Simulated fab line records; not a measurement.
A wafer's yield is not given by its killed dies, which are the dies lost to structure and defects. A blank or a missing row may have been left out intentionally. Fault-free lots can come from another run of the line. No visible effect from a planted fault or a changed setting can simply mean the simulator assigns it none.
One fault through the eyes of 2 desks | flow gf180mcu | numbers are kept per desk, each desk with only its own; the story behind them comes last

## FOR THE TOOL OWNER'S DESK: hdpcvd-01
The tool's own readings at GF_V4_CVD_00 (deposits SiO2, target thk 600 nm, time 100 s): means of the sampled wafers that have a number, for each lot that ran on this tool. A lot is out of limits, marked OUT, if its mean lies more than 4 standard deviations from the usual mean; the brackets give that distance.
Columns: A = pressure_mtorr at GF_V4_CVD_00, usual 5.999 mTorr; B = run_length_s at GF_V4_CVD_00, usual 127.9 s; C = susceptor_temp_C at GF_V4_CVD_00, usual 399.99 C
lot  | first seen here | A     | B     | C
L101 | day 24 02:44    | 6.013 | 128.1 | 400.22
L106 | day 25 21:22    | 6.002 | 127.8 | 399.85
L115 | day 28 13:31    | 5.993 | 127.9 | 399.85
L119 | day 29 15:32    | 5.996 | 128.5 | 399.80
L121 | day 30 07:38    | 5.985 | 127.9 | 400.01
L122 | day 30 14:20    | 5.999 | 128.0 | 399.80
Result from this desk: across the 6 lots, nothing is out of limits.

## AT THE METROLOGY DESK
What the gauges read for every lot (on any tool): the sampled wafers with a number, averaged. A lot is out of limits, marked OUT, if its mean lies more than 4 standard deviations from the usual mean; the brackets give that distance.
Columns: A = M4_ALCU_THK at GF_M4_THK_MEAS_06, usual 452 nm; B = V4_CVD_02_THK at GF_V4_THK_MEAS_03, usual 849 nm
lot  | first seen here | A   | B
L100 | day 22 22:31    | 452 | 841
L101 | day 23 03:37    | 445 | 848
L105 | day 24 14:38    | 453 | 847
L106 | day 24 23:52    | 453 | 844
L108 | day 25 12:05    | 454 | -
L109 | day 26 00:49    | 453 | -
L113 | day 27 06:55    | 449 | 857
L114 | day 27 16:35    | 456 | 862
L115 | day 27 16:52    | 443 | 849
L117 | day 28 09:43    | 446 | 849
L118 | day 28 14:07    | 445 | 856
L119 | day 28 19:42    | 456 | 846
L121 | day 29 12:35    | 456 | 850
L122 | day 29 19:18    | 450 | 851
Result from this desk: across the 14 lots, nothing is out of limits.

## BROUGHT TOGETHER
Nothing out of limits was seen by the tool owner's desk.
Metrology desk: nothing out of limits seen.

## WHAT THE SIMULATOR HAD INSERTED
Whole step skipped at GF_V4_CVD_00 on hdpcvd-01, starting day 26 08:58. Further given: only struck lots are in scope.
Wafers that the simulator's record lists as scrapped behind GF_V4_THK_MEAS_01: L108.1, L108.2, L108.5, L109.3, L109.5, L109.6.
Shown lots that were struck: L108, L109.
